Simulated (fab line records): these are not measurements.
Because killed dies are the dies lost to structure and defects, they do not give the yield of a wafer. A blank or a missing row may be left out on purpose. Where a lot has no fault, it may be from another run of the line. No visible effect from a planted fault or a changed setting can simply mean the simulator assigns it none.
fab line records	flow gf180mcu
[record] lots = 7	wafers = 21	last_day = 34
route steps=602 shown MVPSD@84 VT_IMPLANT@90
lots untouched by any fault: they come from a run of this same line in which no faults occurred
start_h: start of the lot's first displayed wafer, in hours after the record's first day	wait_h: hours since the lot's step before	" the same as in the row above	L1.1+2: one row covering several wafers at once	- either no value or no given start	* or withheld: withheld	< > ~ a bound
route shown NAME@n: names a module that has steps shown in the file, with the first one's number in the route	usual: average and standard deviation across the fault-free wafers	same: alike in all rows	chamber/n: place in a boat	sites: per-site readings	_std_site: their standard deviation	_edge_site: the outer-site mean with the inner-site mean subtracted	radius_mm: for every site, how far away it sits from the centre of the wafer	mask NAME#n: copy n	behind: the last tool/chamber to shape the wafer	hold: the reason the lot was held/the length of the hold in hours/how it ended	device: transistor that didn't switch, given as n, p or np	end of line: tests of these same wafers at the route's end	a step given without rows: its recipe and nothing more	killed: at the first sort, the dies lost to defects and structure; wafer yield is something else	map: per-die view of a wafer (x killed, . not killed, _ where there is no die)
set.NAME: the setting as run; set.NAME@STEP: as run at that earlier step	model.NAME: the simulator's own value behind a step, which no gauge read
certain route steps with their lots: each step a table, each wafer a row
services: from which hour (start_h, from the record's first day; less than 0 if before it) a tool's chamber was out of use, for how many hours, and why
[[steps]]
[step GF_MVPSD_DEVELOP_06]
[recipe] wall_angle_deg = 90	develop_time_s = 60	dev_temp_c = 23
[step GF_MVPSD_OVL_MEAS_07]
[usual] MVPSD_OVL = -0.6/1.4
lot.wafer	tool	chamber	start_h	wait_h	MVPSD_OVL[nm]
L904.1	overlay-02	-	97.70	-	0.7
L904.3	"	-	"	"	-1.3
L904.6	"	-	"	"	1.4
L913.1	overlay-01	-	154.09	-	-2.3
L913.2	"	-	"	"	-1.2
L913.6	"	-	"	"	-2.3
L914.2	overlay-02	-	157.56	-	-0.3
L914.3	"	-	"	"	0.7
L914.4	"	-	"	"	-2.1
L915.2	overlay-02	-	164.38	-	0.9
L915.3	"	-	"	"	-0.4
L915.4	"	-	"	"	0.2
L917.2	overlay-01	-	174.03	-	0.3
L917.4	"	-	"	"	-0.6
L917.5	"	-	"	"	0.1
L921.2	overlay-02	-	197.30	-	-2.4
L921.5	"	-	"	"	-0.7
L921.6	"	-	"	"	-1.7
L925.3	overlay-02	-	221.55	-	-0.9
L925.4	"	-	"	"	-1.3
L925.6	"	-	"	"	-2.0
[step GF_MVPSD_IMPLANT_08]
[recipe] species = B	energy_kev = 170	dose_cm2 = 1.5e+13	tilt_deg = 0
[step GF_MVPSD_IMPLANT_09]
[recipe] species = B	energy_kev = 40	dose_cm2 = 5e+12	tilt_deg = 0
[step GF_MVPSD_STRIP_10]
[recipe] chemistry = O2/N2	power_w = 1400	pressure_mtorr = 1500	platen_temp_c = 250	o2_flow_sccm = 3000	n2_flow_sccm = 300	overash_fraction = 0.5
[usual] drypump_motor_current_A = 5.6/0.36	heater_power_w = 322/36	o2_flow_sccm = 3001/9	oes_product_au = 0.723/0.0039	strip_time_to_endpoint_s = 36.90/0.096
lot.wafer	tool	chamber	start_h	wait_h	drypump_motor_current_A	heater_power_w	o2_flow_sccm	oes_product_au	rf_hours_counter_h	strip_time_to_endpoint_s
L904.1	plasma_asher-04	0	98.03	0.1	5.9	401	3014	0.720	45	36.85
L904.3	"	0	"	"	5.9	399	2999	0.722	-	36.96
L904.6	"	1	"	"	6.3	298	3003	0.722	-	37.01
L913.1	plasma_asher-04	0	154.43	0.1	5.9	395	3005	0.724	6	36.98
L913.2	"	1	"	"	6.2	289	3002	0.720	6	36.84
L913.6	"	1	"	"	6.3	289	3005	0.722	-	36.89
L914.2	plasma_asher-04	0	157.89	0.1	5.9	375	3007	0.719	6	37.08
L914.3	"	0	"	"	5.9	389	2999	0.726	-	36.87
L914.4	"	1	"	"	6.3	286	2998	0.717	-	37.16
L915.2	plasma_asher-01	0	164.71	0.1	5.3	307	2984	0.721	49	36.91
L915.3	"	0	"	"	5.3	306	3001	0.735	-	36.93
L915.4	"	1	"	"	5.5	302	3001	0.722	-	36.81
L917.2	plasma_asher-04	0	174.36	0.1	5.9	390	2994	0.718	8	36.89
L917.4	"	0	"	"	5.9	385	2992	0.732	-	36.86
L917.5	"	1	"	"	6.2	291	3021	0.721	-	36.97
L921.2	plasma_asher-01	1	197.63	0.1	5.5	308	3003	0.721	52	36.80
L921.5	"	1	"	"	5.5	302	3009	0.723	-	36.86
L921.6	"	0	"	"	5.3	308	3014	0.720	-	36.92
L925.3	plasma_asher-04	0	221.91	0.1	5.9	381	3005	0.727	-	36.80
L925.4	"	1	"	"	6.2	283	3001	0.724	-	36.81
L925.6	"	0	"	"	5.9	384	3004	0.717	-	36.78
[step GF_MVPSD_TW_MEAS_11]
[usual] MVPSD_TW = 553/6.2
lot.wafer	tool	chamber	start_h	wait_h	MVPSD_TW
L904.1	film_metro-04	-	98.13	0.1	556
L904.3	"	-	"	"	555
L904.6	"	-	"	"	558
L913.1	film_metro-01	-	154.53	0.1	554
L913.2	"	-	"	"	552
L913.6	"	-	"	"	554
L914.2	film_metro-03	-	158.00	0.1	546
L914.3	"	-	"	"	549
L914.4	"	-	"	"	550
L915.2	film_metro-04	-	164.82	0.1	557
L915.3	"	-	"	"	563
L915.4	"	-	"	"	559
L917.2	film_metro-03	-	174.47	0.1	546
L917.4	"	-	"	"	548
L917.5	"	-	"	"	547
L921.2	film_metro-03	-	197.74	0.1	541
L921.5	"	-	"	"	544
L921.6	"	-	"	"	542
L925.3	film_metro-01	-	222.00	0.1	558
L925.4	"	-	"	"	556
L925.6	"	-	"	"	557
[step GF_VT_IMPLANT_DEHYDRATE_00]
[recipe] temp_c = 200	time_s = 60
[step GF_VT_IMPLANT_HMDS_01]
[recipe] prime_time_s = 60	prime_temp_c = 120
[step GF_VT_IMPLANT_COAT_02]
[recipe] resist = NOVOLAK	spin_rpm = 3000	resist_thk_nm = 1000
[step GF_VT_IMPLANT_SOFTBAKE_03]
[recipe] temp_c = 90	time_s = 60	resist = NOVOLAK
[step GF_VT_IMPLANT_EXPOSE_04]
[recipe] mask_id = LVPWELL_LV_AREA	target_cd_nm = 600	na = 0.6	source_shape = conventional	sigma_outer = 0.6	dose_mj = 140
[step GF_VT_IMPLANT_PEB_05]
[recipe] temp_c = withheld	time_s = *	resist = NOVOLAK
[step GF_VT_IMPLANT_DEVELOP_06]
[recipe] develop_time_s = 60	dev_temp_c = 23
[usual] chill_plate_temp_C = 23.02/0.11	develop_time_s = 60/0	developer_temp_C = 22.99/0.1
lot.wafer	tool	chamber	start_h	wait_h	chill_plate_temp_C	develop_time_s	developer_temp_C
L904.1	litho_track-03	0	111.53	0.1	23.03	60	22.90
L904.3	"	0	"	"	23.04	60	22.95
L904.6	"	0	"	"	23.13	60	22.94
L913.1	litho_track-02	-	170.62	0.1	-	-	-
L913.2	"	-	"	"	-	-	-
L913.6	"	-	"	"	-	-	-
L914.2	litho_track-02	-	173.54	0.1	-	-	-
L914.3	"	-	"	"	-	-	-
L914.4	"	-	"	"	-	-	-
L915.2	litho_track-02	-	180.64	0.1	-	-	-
L915.3	"	-	"	"	-	-	-
L915.4	"	-	"	"	-	-	-
L917.2	litho_track-01	0	190.58	0.1	22.88	60	22.76
L917.4	"	0	"	"	23.00	60	23.02
L917.5	"	0	"	"	22.84	60	23.00
L921.2	litho_track-02	0	214.94	0.1	23.06	60	22.95
L921.5	"	0	"	"	23.05	60	23.04
L921.6	"	0	"	"	23.06	60	23.10
L925.3	litho_track-03	0	240.07	0.1	22.95	60	22.92
L925.4	"	0	"	"	22.91	60	22.93
L925.6	"	0	"	"	23.01	60	22.84
[step GF_VT_IMPLANT_OVL_MEAS_07]
[usual] VT_IMPLANT_OVL = 0.8/1.4
lot.wafer	tool	chamber	start_h	wait_h	VT_IMPLANT_OVL[nm]
L904.1	overlay-02	-	111.68	0.1	0.8
L904.3	"	-	"	"	1.4
L904.6	"	-	"	"	2.4
L913.1	overlay-02	-	170.77	0.1	-
L913.2	"	-	"	"	-
L913.6	"	-	"	"	-
L914.2	overlay-01	-	173.67	0.1	-
L914.3	"	-	"	"	-
L914.4	"	-	"	"	-
L915.2	overlay-01	-	180.77	0.1	-
L915.3	"	-	"	"	-
L915.4	"	-	"	"	-
L917.2	overlay-02	-	190.71	0.1	2.4
L917.4	"	-	"	"	1.7
L917.5	"	-	"	"	4.3
L921.2	overlay-01	-	215.07	0.1	-0.8
L921.5	"	-	"	"	-1.5
L921.6	"	-	"	"	0.9
L925.3	overlay-02	-	240.19	0.1	2.3
L925.4	"	-	"	"	2.0
L925.6	"	-	"	"	2.1
[[services]]
tool	chamber	start_h	hours	kind
plasma_asher-04	-	108.77	9.0	pm
plasma_asher-04	0	108.77	9.0	vent_cycle
plasma_asher-04	1	108.77	9.0	vent_cycle
plasma_asher-04	0	117.77	-	clean
plasma_asher-04	1	117.77	-	clean
plasma_asher-01	-	136.66	10.8	repair
plasma_asher-01	-	147.48	15.6	pm
plasma_asher-04	-	229.60	7.2	repair
[[key]]
[first_sign] step = GF_VT_IMPLANT_DEVELOP_06	reading = tool_record	direction = missing
effect none on later readings
met_at GF_VT_IMPLANT_DEVELOP_06
struck_wafers L913.1,L913.2,L913.6,L914.2,L914.3,L914.4,L915.2,L915.3,L915.4
later_rows_left_out L913.1,L913.2,L913.6,L914.2,L914.3,L914.4,L915.2,L915.3,L915.4
sort_left_out L913.1,L913.2,L913.6,L914.2,L914.3,L914.4,L915.2,L915.3,L915.4
tester_left_out L913,L914,L915
[fault] kind = skipped_step_whole	tool = litho_track-02	chamber = -	onset_h = 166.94	steps = GF_VT_IMPLANT_DEVELOP_06	scope = struck_lots_only
// tester_left_out: of these lots the tester's yield and bins aren't shown, on N5 and GAA mostly nor the transistor test; their killed dies are dies lost to structure and defects alone, not to doping, threshold or leakage, so they don't give the yield
// sort_left_out: the simulated sort isn't trusted on such a fault, so these wafers' sort isn't shown, and their yield isn't known
// later_rows_left_out: the simulator's readings of these wafers behind a module that went badly wrong aren't trusted and aren't shown, but for the sort
